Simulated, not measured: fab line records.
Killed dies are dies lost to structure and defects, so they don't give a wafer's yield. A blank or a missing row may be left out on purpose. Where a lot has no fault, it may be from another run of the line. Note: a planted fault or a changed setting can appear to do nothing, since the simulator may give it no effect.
Which tool did it?    flow sky130    12 lots, 36 wafers sampled, at 2 steps of a route of 708

WHAT EACH GAUGE READ, for each wafer
SKY_METAL3_OVL_MEAS_14.
lot   measured      on          METAL3_OVL (nm)
L075  day 39 16:23  overlay-02  -1 1 0
L076  day 40 05:05  overlay-01  -4 -16 -4
L079  day 40 09:47  overlay-01  10 10 0
L081  day 40 22:49  overlay-01  -5 3 2
L083  day 41 14:52  overlay-02  8 2 6
L085  day 42 00:16  overlay-02  4 -2 -2
L088  day 42 19:43  overlay-02  1 -2 -2
L089  day 43 03:32  overlay-01  -4 -4 2
L092  day 43 19:08  overlay-02  -4 -7 -1
L093  day 44 04:32  overlay-01  4 8 4
L095  day 44 21:50  overlay-02  10 -4 6
L097  day 45 03:07  overlay-02  -6 1 -3

WHAT TOOL EACH LOT RAN ON (gives the tool, then ch and the chambers of the sampled wafers, and finally the start)
lot   SKY_CAPM_METAL_ETCH_13
L075  rie_metal-02 ch 0,1, day 38 14:51
L076  rie_metal-03 ch 0,1, day 39 03:47
L079  rie_metal-03 ch 0,1, day 39 08:16
L081  rie_metal-02 ch 0,1, day 39 22:10
L083  rie_metal-04 ch 0, day 40 14:14
L085  rie_metal-03 ch 0,1, day 40 23:56
L088  rie_metal-04 ch 1, day 41 19:08
L089  rie_metal-04 ch 1, day 42 03:23
L092  rie_metal-04 ch 0,1, day 42 19:17
L093  rie_metal-03 ch 0,1, day 43 05:27
L095  rie_metal-04 ch 0, day 43 22:42
L097  rie_metal-03 ch 0,1, day 44 04:44
- SKY_CAPM_METAL_ETCH_13: etches TiN in Cl2/BCl3, stops on SiO2, target depth 220 nm, time 62.9 s.

THE ANSWER, worked out from the rows above alone
Rule: the lots themselves supply what counts as usual. The widest of any qualifying gaps counts: lots, ordered by their means at a reading, are off when they make up no more than a third of the lots, leave a main group of 4 or more, and stand apart from it by 3 or more times the standard deviation of that group's means. A main group is skipped when, at the precision printed for the reading in the tables above, its means are all equal. Also off: a lot with no number at a reading for which 4 or more lots have one. All remaining lots with rows at the step are treated as sound.
No lot is off at any reading shown: from this, nothing can be told.

WHAT HAD BEEN PUT IN BY THE SIMULATOR
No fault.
